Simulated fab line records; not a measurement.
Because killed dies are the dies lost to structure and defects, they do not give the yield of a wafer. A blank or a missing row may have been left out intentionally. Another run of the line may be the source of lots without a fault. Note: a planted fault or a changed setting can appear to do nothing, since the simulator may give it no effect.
fab line records -- flow sky130 -- part 1 of 2: steps 1 to 30 of 31
record lots=7, wafers=18, last_day=50
route steps=708 shown LI_CONTACT@375 LOCAL_INTERCONNECT@387 PAD_OPEN@708
lots with no fault: from the same line, run without faults
start_h: hours from the record's first day to the start of the lot's first wafer shown -- wait_h: hours since the lot's step before -- " unchanged from the row above -- L1.1+2: a single row standing in for several wafers -- - no value, or no start was given -- * or withheld: withheld -- < > ~ a bound
route shown NAME@n: names a module that has steps shown in the file, with the first one's number in the route -- usual: mean and standard deviation over wafers with no fault -- same: alike in all rows -- chamber/n: place in a boat -- sites: readings site by site -- _std_site: the standard deviation of these -- _edge_site: outer sites' mean less inner sites' -- radius_mm: for every site, how far away it sits from the centre of the wafer -- mask NAME#n: copy n -- behind: tool/chamber where the wafer was last shaped -- hold: cause of the lot's hold/its duration in hours/its outcome -- device: the n, p or np transistor that did not switch -- end of line: tests run on the same wafers once the route is complete -- where a step has no rows: the recipe by itself -- killed: dies lost to structure and defects at the first sort, not the wafer's yield -- map: a wafer's dies, marking killed ones x, the rest . and places with no die _
set.NAME: the setting that was run; set.NAME@STEP: the one run at that earlier step -- model.NAME: the simulator's own value behind a step, which no gauge read
lots seen at some steps along the route; tables by step, rows by wafer
services: from which hour (start_h, from the record's first day; less than 0 if before it) a tool's chamber was out of use, for how many hours, and why
## steps
# step SKY_LI_CONTACT_OVL_MEAS_13
# usual LI_CONTACT_OVL=-6/4.7
lot.wafer,tool,chamber,start_h,wait_h,LI_CONTACT_OVL[nm]
L841.2,overlay-01,-,676.34,0.1,-3
L841.4,overlay-01,-,676.34,0.1,-5
L841.6,overlay-01,-,676.34,0.1,-7
L847.2,overlay-01,-,724.74,0.1,-10
L847.6,overlay-01,-,724.74,0.1,-6
L849.2,overlay-01,-,737.85,0.1,-3
L849.6,overlay-01,-,737.85,0.1,0
L850.1,overlay-02,-,750.59,0.1,-10
L850.3,overlay-02,-,750.59,0.1,-15
L861.2,overlay-02,-,837.64,0.1,-5
L861.4,overlay-02,-,837.64,0.1,-13
L861.6,overlay-02,-,837.64,0.1,-2
L863.1,overlay-02,-,850.64,0.1,-4
L863.4,overlay-02,-,850.64,0.1,-3
L863.6,overlay-02,-,850.64,0.1,-1
L864.1,overlay-01,-,854.54,0.1,-5
L864.2,overlay-01,-,854.54,0.1,-6
L864.3,overlay-01,-,854.54,0.1,-7
# step SKY_LI_CONTACT_ETCH_14
# recipe chemistry=N2/H2, target=BARC, ion_energy_ev=200, source_w=500, bias_w=100, pressure_mtorr=30, n2_flow_sccm=100, h2_flow_sccm=200, stop_on=SiO2, time_s=45.9, target_depth_a=600
# usual drypump_motor_current_A=5.6/0.32, oes_product_au=0.854/0.005, throttle_valve_pct=13.225/0.0087
lot.wafer,tool,chamber,start_h,wait_h,drypump_motor_current_A,oes_product_au,rf_hours_counter_h,throttle_valve_pct
L841.2,rie_diel-03,1,676.37,0.0,5.6,0.855,43,13.214
L841.4,rie_diel-03,3,676.37,0.0,6.0,0.855,6,13.222
L841.6,rie_diel-03,0,676.37,0.0,5.4,0.858,-,13.230
L847.2,rie_diel-03,2,724.77,0.0,5.7,0.859,20,13.238
L847.6,rie_diel-03,2,724.77,0.0,5.7,0.848,-,13.233
L849.2,rie_diel-03,2,737.88,0.0,5.7,0.858,20,13.233
L849.6,rie_diel-03,3,737.88,0.0,6.0,0.859,-,13.207
L850.1,rie_diel-02,3,750.63,0.0,5.5,0.855,3,13.226
L850.3,rie_diel-02,0,750.63,0.0,5.4,0.849,7,13.217
L861.2,rie_diel-03,1,837.67,0.0,5.6,0.853,2,13.230
L861.4,rie_diel-03,0,837.67,0.0,5.3,0.858,3,13.233
L861.6,rie_diel-03,0,837.67,0.0,5.3,0.856,-,13.213
L863.1,rie_diel-02,2,850.67,0.0,5.3,0.848,9,13.240
L863.4,rie_diel-02,3,850.67,0.0,5.6,0.859,6,13.225
L863.6,rie_diel-02,2,850.67,0.0,5.3,0.853,-,13.213
L864.1,rie_diel-02,1,854.58,0.0,6.1,0.849,12,13.216
L864.2,rie_diel-02,0,854.58,0.0,5.5,0.857,9,13.226
L864.3,rie_diel-02,2,854.58,0.0,5.3,0.858,9,13.225
# step SKY_LI_CONTACT_ETCH_15
# recipe target=PSG, chemistry=C4F8/O2/Ar, stop_on=Si, taper_deg=4.15, mask_material=KrF-thick, source_w=1500, bias_w=1200, pressure_mtorr=40, c4f8_flow_sccm=withheld, O2_flow_sccm=6, Ar_flow_sccm=300, time_s=withheld, target_depth_a=6000
# step SKY_LI_CONTACT_STRIP_16
# recipe chemistry=O2/N2, power_w=1400, pressure_mtorr=1500, platen_temp_c=withheld, o2_flow_sccm=3000, n2_flow_sccm=300, overash_fraction=0.5
# step SKY_LI_CONTACT_CLEAN_17
# recipe chemistry=NMP, time_s=600, temp_c=60, dry=n2_spin
# step SKY_LI_CONTACT_PRE_CLEAN_18
# recipe gas=Ar, time_s=5.6, bias_v=358
# step SKY_LI_CONTACT_SPUTTER_19
# recipe material=Ti, target_thk_nm=20, chamber_pressure_pa=5, power_w=2500, substrate_temp_c=200, time_s=106.37
# step SKY_LI_CONTACT_SPUTTER_20
# recipe material=TiN, target_thk_nm=20, chamber_pressure_pa=5, power_w=4000, time_s=80
# usual throttle_valve_pct=30.3/0.88
lot.wafer,tool,chamber,start_h,wait_h,throttle_valve_pct
L841.2,pvd_sputter-01,-,676.86,0.0,31.1
L841.4,pvd_sputter-01,-,676.86,0.0,30.2
L841.6,pvd_sputter-01,-,676.86,0.0,31.2
L847.2,pvd_sputter-01,-,725.28,0.0,29.9
L847.6,pvd_sputter-01,-,725.28,0.0,30.5
L849.2,pvd_sputter-02,-,738.38,0.0,31.1
L849.6,pvd_sputter-02,-,738.38,0.0,30.5
L850.1,pvd_sputter-04,-,751.13,0.0,28.6
L850.3,pvd_sputter-04,-,751.13,0.0,30.5
L861.2,pvd_sputter-01,-,838.17,0.0,29.9
L861.4,pvd_sputter-01,-,838.17,0.0,30.6
L861.6,pvd_sputter-01,-,838.17,0.0,29.9
L863.1,pvd_sputter-02,-,851.17,0.0,30.6
L863.4,pvd_sputter-02,-,851.17,0.0,28.6
L863.6,pvd_sputter-02,-,851.17,0.0,30.7
L864.1,pvd_sputter-02,-,855.08,0.0,30.6
L864.2,pvd_sputter-02,-,855.08,0.0,30.5
L864.3,pvd_sputter-02,-,855.08,0.0,29.8
# step SKY_LI_CONTACT_CVD_21
# recipe material=W, target_thk_nm=400, time_s=120.56, temp_c=400, pressure_torr=40
# step SKY_LI_CONTACT_RS_MEAS_22
# recipe thk_meas_gauge=four-point-probe, reads=W_of_LI_CONTACT_CVD_21+TiN_of_LI_CONTACT_SPUTTER_20+Ti_of_LI_CONTACT_SPUTTER_19
# usual LI_CONTACT_W_RS=0.283/0.0049
lot.wafer,tool,chamber,start_h,wait_h,LI_CONTACT_W_RS[ohm/sq]
L841.2,film_metro-04,-,677.07,0.1,0.286
L841.4,film_metro-04,-,677.07,0.1,0.283
L841.6,film_metro-04,-,677.07,0.1,0.282
L847.2,film_metro-04,-,725.49,0.1,0.279
L847.6,film_metro-04,-,725.49,0.1,0.278
L849.2,film_metro-02,-,738.58,0.1,0.277
L849.6,film_metro-02,-,738.58,0.1,0.278
L850.1,film_metro-01,-,751.31,0.1,0.278
L850.3,film_metro-01,-,751.31,0.1,0.273
L861.2,film_metro-04,-,838.50,0.2,0.277
L861.4,film_metro-04,-,838.50,0.2,0.277
L861.6,film_metro-04,-,838.50,0.2,0.281
L863.1,film_metro-01,-,851.36,0.1,0.291
L863.4,film_metro-01,-,851.36,0.1,0.285
L863.6,film_metro-01,-,851.36,0.1,0.289
L864.1,film_metro-02,-,855.26,0.1,0.284
L864.2,film_metro-02,-,855.26,0.1,0.280
L864.3,film_metro-02,-,855.26,0.1,0.283
# step SKY_LI_CONTACT_THK_MEAS_23
# recipe thk_meas_gauge=xrf, reads=W_of_LI_CONTACT_CVD_21
# usual LI_CONTACT_W_THK=408/7.5
lot.wafer,tool,chamber,start_h,wait_h,LI_CONTACT_W_THK[nm]
L841.2,film_metro-04,-,677.18,0.1,400
L841.4,film_metro-04,-,677.18,0.1,405
L841.6,film_metro-04,-,677.18,0.1,406
L847.2,film_metro-04,-,725.60,0.1,416
L847.6,film_metro-04,-,725.60,0.1,418
L849.2,film_metro-02,-,738.69,0.1,423
L849.6,film_metro-02,-,738.69,0.1,420
L850.1,film_metro-01,-,751.43,0.1,420
L850.3,film_metro-01,-,751.43,0.1,425
L861.2,film_metro-04,-,838.61,0.1,414
L861.4,film_metro-04,-,838.61,0.1,415
L861.6,film_metro-04,-,838.61,0.1,410
L863.1,film_metro-01,-,851.48,0.1,395
L863.4,film_metro-01,-,851.48,0.1,403
L863.6,film_metro-01,-,851.48,0.1,393
L864.1,film_metro-02,-,855.38,0.1,405
L864.2,film_metro-02,-,855.38,0.1,412
L864.3,film_metro-02,-,855.38,0.1,409
# step SKY_LI_CONTACT_CMP_24
# recipe stop_on=PSG, t_overpolish_s=20, down_force_psi=3.5, platen_rpm=60, target_thk_nm=0, pad_velocity_m_s=0.94248
# usual motor_current_A=10.0/0.85, overpolish_run_s=20.000/0.0099, slurry_flow_ml_min=150.0/0.5, time_to_endpoint_s=98/3.7
lot.wafer,tool,chamber,start_h,wait_h,motor_current_A,overpolish_run_s,slurry_flow_ml_min,time_to_endpoint_s
L841.2,cmp-01,0,677.23,0.0,9.3,20.018,150.1,101
L841.4,cmp-01,2,677.23,0.0,10.3,19.990,150.5,95
L841.6,cmp-01,1,677.23,0.0,12.4,20.000,150.2,100
L847.2,cmp-01,1,725.80,0.2,11.5,20.001,149.4,101
L847.6,cmp-01,2,725.80,0.2,10.0,20.004,149.8,97
L849.2,cmp-02,2,738.79,0.1,9.2,19.993,149.2,99
L849.6,cmp-02,2,738.79,0.1,8.8,20.003,149.9,99
L850.1,cmp-01,2,751.49,0.1,10.2,19.976,149.5,92
L850.3,cmp-01,1,751.49,0.1,11.8,19.983,148.9,101
L861.4,cmp-02,0,838.71,0.1,9.3,20.012,149.7,94
L861.2,cmp-02,2,838.71,0.1,8.9,19.983,150.5,102
L861.6,cmp-02,0,838.71,0.1,9.6,19.992,150.1,96
L863.1,cmp-02,0,851.64,0.1,9.3,20.011,150.4,96
L863.4,cmp-02,1,851.64,0.1,10.5,19.996,149.5,104
L863.6,cmp-02,2,851.64,0.1,8.5,19.978,150.3,103
L864.2,cmp-02,0,855.61,0.2,9.2,19.997,149.4,98
L864.3,cmp-02,2,855.61,0.2,8.7,20.006,150.4,100
L864.1,cmp-02,3,855.61,0.2,9.7,20.005,150.6,95
# step SKY_LOCAL_INTERCONNECT_SPUTTER_00
# recipe material=TiN, target_thk_nm=100, temp_c=300, power_w=6500, time_s=83.3, chamber_pressure_pa=0.4
# usual throttle_valve_pct=29.9/1
lot.wafer,tool,chamber,start_h,wait_h,throttle_valve_pct,model.TiN_of_LOCAL_INTERCONNECT_SPUTTER_00.thk_nm
L841.2,pvd_sputter-03,-,677.53,0.2,29.1,99.09
L841.4,pvd_sputter-03,-,677.53,0.2,29.1,99.11
L841.6,pvd_sputter-03,-,677.53,0.2,29.0,98.53
L847.2,pvd_sputter-03,-,725.95,0.1,31.0,99.96
L847.6,pvd_sputter-03,-,725.95,0.1,30.9,103.5
L849.2,pvd_sputter-03,-,739.04,0.2,30.0,99.88
L849.6,pvd_sputter-03,-,739.04,0.2,29.9,102.9
L850.1,pvd_sputter-03,-,751.79,0.2,29.3,98.19
L850.3,pvd_sputter-03,-,751.79,0.2,29.1,102.9
L861.2,pvd_sputter-04,-,838.96,0.1,29.3,97.61
L861.4,pvd_sputter-04,-,838.96,0.1,30.5,98.91
L861.6,pvd_sputter-04,-,838.96,0.1,28.5,99.1
L863.1,pvd_sputter-04,-,851.84,0.1,30.3,101.4
L863.4,pvd_sputter-04,-,851.84,0.1,29.3,100.7
L863.6,pvd_sputter-04,-,851.84,0.1,32.3,101.2
L864.1,pvd_sputter-04,-,855.91,0.1,32.1,100.2
L864.2,pvd_sputter-04,-,855.91,0.1,29.2,98.61
L864.3,pvd_sputter-04,-,855.91,0.1,28.5,98.97
# step SKY_LOCAL_INTERCONNECT_RS_MEAS_01
# recipe thk_meas_gauge=four-point-probe, reads=TiN_of_LOCAL_INTERCONNECT_SPUTTER_00
# usual LOCAL_INTERCONNECT_TIN_RS=14.21/0.13
lot.wafer,tool,chamber,start_h,wait_h,LOCAL_INTERCONNECT_TIN_RS[ohm/sq]
L841.2,film_metro-04,-,677.61,0.1,14.27
L841.4,film_metro-04,-,677.61,0.1,14.29
L841.6,film_metro-04,-,677.61,0.1,14.35
L847.2,film_metro-04,-,726.03,0.1,14.14
L847.6,film_metro-04,-,726.03,0.1,13.65
L849.2,film_metro-03,-,739.13,0.1,14.20
L849.6,film_metro-03,-,739.13,0.1,13.75
L850.1,film_metro-03,-,751.86,0.0,14.46
L850.3,film_metro-03,-,751.86,0.0,13.73
L861.2,film_metro-03,-,839.04,0.1,14.50
L861.4,film_metro-03,-,839.04,0.1,14.32
L861.6,film_metro-03,-,839.04,0.1,14.29
L863.1,film_metro-03,-,851.90,0.0,13.94
L863.4,film_metro-03,-,851.90,0.0,14.10
L863.6,film_metro-03,-,851.90,0.0,13.98
L864.1,film_metro-02,-,855.98,0.0,14.09
L864.2,film_metro-02,-,855.98,0.0,14.37
L864.3,film_metro-02,-,855.98,0.0,14.29
# step SKY_LOCAL_INTERCONNECT_THK_MEAS_02
# recipe thk_meas_gauge=xrf, reads=TiN_of_LOCAL_INTERCONNECT_SPUTTER_00
# usual LOCAL_INTERCONNECT_TIN_THK=99.7/1.1
lot.wafer,tool,chamber,start_h,wait_h,LOCAL_INTERCONNECT_TIN_THK[nm]
L841.2,film_metro-04,-,677.72,0.1,98.4
L841.4,film_metro-04,-,677.72,0.1,98.6
L841.6,film_metro-04,-,677.72,0.1,98.1
L847.2,film_metro-04,-,726.14,0.1,100.4
L847.6,film_metro-04,-,726.14,0.1,104.0
L849.2,film_metro-03,-,739.24,0.1,100.4
L849.6,film_metro-03,-,739.24,0.1,103.8
L850.1,film_metro-03,-,751.98,0.1,99.2
L850.3,film_metro-03,-,751.98,0.1,104.1
L861.2,film_metro-03,-,839.15,0.1,98.4
L861.4,film_metro-03,-,839.15,0.1,99.5
L861.6,film_metro-03,-,839.15,0.1,99.8
L863.1,film_metro-03,-,852.02,0.1,103.0
L863.4,film_metro-03,-,852.02,0.1,102.0
L863.6,film_metro-03,-,852.02,0.1,102.8
L864.1,film_metro-02,-,856.10,0.1,100.2
L864.2,film_metro-02,-,856.10,0.1,98.7
L864.3,film_metro-02,-,856.10,0.1,98.8
# step SKY_LOCAL_INTERCONNECT_DEHYDRATE_03
# recipe temp_c=200, time_s=60
# step SKY_LOCAL_INTERCONNECT_HMDS_04
# recipe prime_time_s=60, prime_temp_c=120
# step SKY_LOCAL_INTERCONNECT_COAT_05
# recipe resist=BARC, temp_c=withheld, time_s=withheld, spin_rpm=3000, resist_thk_nm=60
# step SKY_LOCAL_INTERCONNECT_COAT_06
# recipe resist=KrF-thick, spin_rpm=3000, resist_thk_nm=450
# step SKY_LOCAL_INTERCONNECT_SOFTBAKE_07
# recipe temp_c=100, time_s=90, resist=KrF-thick
# step SKY_LOCAL_INTERCONNECT_EXPOSE_08
# recipe mask_id=LI1M, na=0.8, source_shape=annular, sigma_inner=0.55, sigma_outer=0.85, target_cd_nm=170, dose_mj=28
# step SKY_LOCAL_INTERCONNECT_PEB_09
# recipe peb_temp_c=withheld, peb_time_s=withheld, resist=KrF-thick
# step SKY_LOCAL_INTERCONNECT_DEVELOP_10
# recipe develop_time_s=60, resist=KrF-thick, dev_temp_c=21
# step SKY_LOCAL_INTERCONNECT_CD_MEAS_11
# recipe target_cd_nm=170
# usual cd_nm=170.4/1.5
lot.wafer,tool,chamber,start_h,wait_h,cd_nm
L841.2,cd_sem-02,-,705.75,-,169.7
L841.4,cd_sem-02,-,705.75,-,170.8
L841.6,cd_sem-02,-,705.75,-,170.1
L847.2,cd_sem-02,-,753.58,-,172.2
L847.6,cd_sem-02,-,753.58,-,171.6
L849.2,cd_sem-01,-,765.28,-,169.2
L849.6,cd_sem-01,-,765.28,-,169.5
L850.1,cd_sem-01,-,777.96,-,170.4
L850.3,cd_sem-01,-,777.96,-,169.5
L861.2,cd_sem-01,-,864.64,-,168.5
L861.4,cd_sem-01,-,864.64,-,171.8
L861.6,cd_sem-01,-,864.64,-,169.9
L863.1,cd_sem-01,-,877.57,-,170.2
L863.4,cd_sem-01,-,877.57,-,171.7
L863.6,cd_sem-01,-,877.57,-,170.9
L864.1,cd_sem-02,-,881.71,-,169.0
L864.2,cd_sem-02,-,881.71,-,171.3
L864.3,cd_sem-02,-,881.71,-,172.6
# step SKY_LOCAL_INTERCONNECT_OVL_MEAS_12
# usual LOCAL_INTERCONNECT_OVL=2/6
lot.wafer,tool,chamber,start_h,wait_h,LOCAL_INTERCONNECT_OVL[nm]
L841.2,overlay-02,-,705.86,0.1,3
L841.4,overlay-02,-,705.86,0.1,5
L841.6,overlay-02,-,705.86,0.1,8
L847.2,overlay-01,-,753.69,0.1,4
L847.6,overlay-01,-,753.69,0.1,1
L849.2,overlay-01,-,765.39,0.1,2
L849.6,overlay-01,-,765.39,0.1,0
L850.1,overlay-01,-,778.08,0.1,-6
L850.3,overlay-01,-,778.08,0.1,-3
L861.2,overlay-02,-,864.74,0.1,6
L861.4,overlay-02,-,864.74,0.1,14
L861.6,overlay-02,-,864.74,0.1,12
L863.1,overlay-02,-,877.69,0.1,-1
L863.4,overlay-02,-,877.69,0.1,-12
L863.6,overlay-02,-,877.69,0.1,-2
L864.1,overlay-01,-,881.83,0.1,1
L864.2,overlay-01,-,881.83,0.1,-5
L864.3,overlay-01,-,881.83,0.1,-9
# step SKY_LOCAL_INTERCONNECT_ETCH_13
# recipe chemistry=N2/H2, target=BARC, ion_energy_ev=200, bias_w=100, pressure_mtorr=30, n2_flow_sccm=100, h2_flow_sccm=200, icp_w=500, stop_on=SiO2, time_s=45.9, target_depth_a=600
# usual drypump_motor_current_A=6.0/0.55, oes_product_au=0.855/0.0049, throttle_valve_pct=13.225/0.0083
lot.wafer,tool,chamber,start_h,wait_h,drypump_motor_current_A,oes_product_au,rf_hours_counter_h,throttle_valve_pct
L841.2,rie_metal-04,0,705.89,0.0,6.4,0.855,4,13.233
L841.4,rie_metal-04,1,705.89,0.0,6.7,0.855,-,13.232
L841.6,rie_metal-04,1,705.89,0.0,6.8,0.855,-,13.224
L847.2,rie_metal-01,1,753.74,0.0,5.3,0.849,-,13.215
L847.6,rie_metal-01,1,753.74,0.0,5.3,0.857,-,13.214
L849.2,rie_metal-02,1,765.42,0.0,6.6,0.858,7,13.223
L849.6,rie_metal-02,0,765.42,0.0,6.0,0.848,-,13.235
L850.1,rie_metal-02,1,778.12,0.0,6.6,0.849,7,13.224
L850.3,rie_metal-02,0,778.12,0.0,6.0,0.847,-,13.236
L861.2,rie_metal-01,1,864.77,0.0,5.4,0.859,12,13.235
L861.4,rie_metal-01,0,864.77,0.0,5.5,0.857,-,13.229
L861.6,rie_metal-01,0,864.77,0.0,5.5,0.858,-,13.227
L863.1,rie_metal-01,1,877.72,0.0,5.4,0.853,12,13.237
L863.4,rie_metal-01,0,877.72,0.0,5.5,0.852,-,13.222
L863.6,rie_metal-01,0,877.72,0.0,5.5,0.853,-,13.224
L864.1,rie_metal-02,1,881.87,0.0,6.7,0.864,10,13.219
L864.2,rie_metal-02,0,881.87,0.0,6.0,0.861,16,13.219
L864.3,rie_metal-02,0,881.87,0.0,6.0,0.860,-,13.237
# step SKY_LOCAL_INTERCONNECT_METAL_ETCH_14
# recipe target_depth_nm=110, stop_on=PSG, chemistry=Cl2/BCl3, target=TiN, resist_sidewall_deg=88, pressure_mtorr=10, icp_w=900, bias_w=48.5, Cl2_flow_sccm=60, bcl3_flow_sccm=30, time_s=31.4
# usual drypump_motor_current_A=6.0/0.54, oes_product_au=0.939/0.0069, throttle_valve_pct=21.902/0.0093
lot.wafer,tool,chamber,start_h,wait_h,drypump_motor_current_A,oes_product_au,rf_hours_counter_h,throttle_valve_pct,model.LOCAL_INTERCONNECT.feature_depth_nm,model.etch.depth_nm
L841.2,rie_metal-04,0,705.95,0.0,6.4,0.943,4,21.908,99.09,99.09
L841.4,rie_metal-04,1,705.95,0.0,6.7,0.937,-,21.907,99.11,99.11
L841.6,rie_metal-04,1,705.95,0.0,6.7,0.929,-,21.910,98.53,98.53
L847.2,rie_metal-01,1,753.86,0.1,5.4,0.941,-,21.916,99.96,99.96
L847.6,rie_metal-01,1,753.86,0.1,5.4,0.951,-,21.885,103.5,103.5
L849.2,rie_metal-02,1,765.48,0.0,6.7,0.943,7,21.894,99.88,99.88
L849.6,rie_metal-02,0,765.48,0.0,6.0,0.958,-,21.890,102.9,102.9
L850.1,rie_metal-02,1,778.18,0.0,6.6,0.930,7,21.888,98.19,98.19
L850.3,rie_metal-02,0,778.18,0.0,6.0,0.960,-,21.893,102.9,102.9
L861.2,rie_metal-01,1,864.84,0.0,5.3,0.937,12,21.904,97.61,97.61
L861.4,rie_metal-01,0,864.84,0.0,5.5,0.930,-,21.909,98.91,98.91
L861.6,rie_metal-01,0,864.84,0.0,5.5,0.932,-,21.904,99.1,99.1
L863.1,rie_metal-01,1,877.79,0.0,5.3,0.949,13,21.895,101.4,101.4
L863.4,rie_metal-01,0,877.79,0.0,5.5,0.940,-,21.896,100.7,100.7
L863.6,rie_metal-01,0,877.79,0.0,5.5,0.947,-,21.907,101.2,101.2
L864.1,rie_metal-02,1,881.93,0.0,6.6,0.947,10,21.913,100.2,100.2
L864.2,rie_metal-02,0,881.93,0.0,6.0,0.938,16,21.915,98.61,98.61
L864.3,rie_metal-02,0,881.93,0.0,6.0,0.944,-,21.890,98.97,98.97
# step SKY_LOCAL_INTERCONNECT_STRIP_15
# recipe chemistry=O2/N2, power_w=1400, pressure_mtorr=1500, platen_temp_c=withheld, o2_flow_sccm=3000, n2_flow_sccm=300, overash_fraction=0.5
# usual drypump_motor_current_A=5.5/0.47, oes_product_au=0.428/0.0045, strip_time_to_endpoint_s=4.731/0.025
lot.wafer,tool,chamber,start_h,wait_h,drypump_motor_current_A,oes_product_au,rf_hours_counter_h,strip_time_to_endpoint_s
L841.2,plasma_asher-02,0,706.00,0.0,6.3,0.418,58,4.666
L841.4,plasma_asher-02,1,706.00,0.0,5.2,0.423,-,4.715
L841.6,plasma_asher-02,1,706.00,0.0,5.2,0.419,-,4.708
L847.2,plasma_asher-03,0,753.95,0.1,5.0,0.430,93,4.729
L847.6,plasma_asher-03,1,753.95,0.1,5.1,0.432,-,4.720
L849.2,plasma_asher-02,1,765.53,0.0,5.2,0.423,65,4.704
L849.6,plasma_asher-02,1,765.53,0.0,5.2,0.427,-,4.722
L850.1,plasma_asher-02,1,778.23,0.0,5.2,0.428,66,4.717
L850.3,plasma_asher-02,1,778.23,0.0,5.2,0.428,-,4.751
L861.2,plasma_asher-03,0,864.89,0.0,5.0,0.432,104,4.739
L861.4,plasma_asher-03,0,864.89,0.0,5.0,0.436,-,4.721
L861.6,plasma_asher-03,0,864.89,0.0,5.0,0.429,-,4.733
L863.1,plasma_asher-02,0,877.84,0.0,6.3,0.423,74,4.770
L863.4,plasma_asher-02,1,877.84,0.0,5.2,0.425,-,4.744
L863.6,plasma_asher-02,1,877.84,0.0,5.2,0.428,-,4.748
L864.1,plasma_asher-02,1,881.98,0.0,5.2,0.425,74,4.734
L864.2,plasma_asher-02,0,881.98,0.0,6.2,0.431,74,4.747
L864.3,plasma_asher-02,0,881.98,0.0,6.3,0.431,-,4.761
# step SKY_LOCAL_INTERCONNECT_STRIP_16
# recipe chemistry=post_etch_residue_remover, time_s=1200, temp_c=72.5
# usual temp_c=72.52/0.12
lot.wafer,tool,chamber,start_h,wait_h,temp_c,model.TiN_of_LOCAL_INTERCONNECT_SPUTTER_00.thk_nm
L841.2,wet_bench-01,1,706.10,0.1,72.55,98.67
L841.4,wet_bench-01,1,706.10,0.1,72.54,98.68
L841.6,wet_bench-01,1,706.10,0.1,72.36,98.11
L847.2,wet_bench-04,3,754.05,0.1,72.45,99.54
L847.6,wet_bench-04,3,754.05,0.1,72.47,103.1
L849.2,wet_bench-03,1,765.63,0.1,72.69,99.46
L849.6,wet_bench-03,1,765.63,0.1,72.66,102.5
L850.1,wet_bench-04,0,778.33,0.1,72.45,97.77
L850.3,wet_bench-04,0,778.33,0.1,72.67,102.5
L861.2,wet_bench-01,1,864.99,0.1,72.48,97.19
L861.4,wet_bench-01,1,864.99,0.1,72.49,98.49
L861.6,wet_bench-01,1,864.99,0.1,72.40,98.68
L863.1,wet_bench-03,1,877.94,0.1,72.46,101
L863.4,wet_bench-03,1,877.94,0.1,72.41,100.3
L863.6,wet_bench-03,1,877.94,0.1,72.47,100.8
L864.1,wet_bench-03,3,882.08,0.1,72.52,99.81
L864.2,wet_bench-03,3,882.08,0.1,72.45,98.18
L864.3,wet_bench-03,3,882.08,0.1,72.51,98.54
# step SKY_LOCAL_INTERCONNECT_CLEAN_17
# recipe chemistry=IPA, time_s=180, temp_c=25
## key
first_sign step=SKY_LOCAL_INTERCONNECT_RS_MEAS_01, reading=LOCAL_INTERCONNECT_TIN_RS, direction=down, sigmas=3.9, usual=14.21, struck=13.71
effect step=SKY_LOCAL_INTERCONNECT_THK_MEAS_02, reading=LOCAL_INTERCONNECT_TIN_THK, direction=up, sigmas=3.9, usual=99.7, struck=104.0
effect step=SKY_LOCAL_INTERCONNECT_METAL_ETCH_14, reading=oes_product_au, direction=up, sigmas=2.6, usual=0.939, struck=0.956
model_effect step=SKY_LOCAL_INTERCONNECT_SPUTTER_00, value=TiN_of_LOCAL_INTERCONNECT_SPUTTER_00.thk_nm, without=99.33, struck=103.1
model_effect step=SKY_LOCAL_INTERCONNECT_METAL_ETCH_14, value=LOCAL_INTERCONNECT.feature_depth_nm, without=99.33, struck=103.1
model_effect step=SKY_LOCAL_INTERCONNECT_STRIP_16, value=TiN_of_LOCAL_INTERCONNECT_SPUTTER_00.thk_nm, without=98.91, struck=102.7
model_effect step=SKY_PAD_OPEN_PROBE_99, value=etest.res_li.line_ohm_um, without=74.88, struck=72.17
met_at SKY_LOCAL_INTERCONNECT_SPUTTER_00
struck_wafers L847.6,L849.6,L850.3
tester_left_out L847,L849,L850
onset_between 677.53 725.95
fault kind=process_parameter_drift, tool=pvd_sputter-03, chamber=-, onset_h=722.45, steps=SKY_LOCAL_INTERCONNECT_SPUTTER_00, channel=time_s, offset=*, shape=step, end_h=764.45, scope=struck_wafers_only, acts_in=*, stated=*
# tester_left_out: of these lots the tester's yield and bins aren't shown, on N5 and GAA mostly nor the transistor test; their killed dies are dies lost to structure and defects alone, not to doping, threshold or leakage, so they don't give the yield
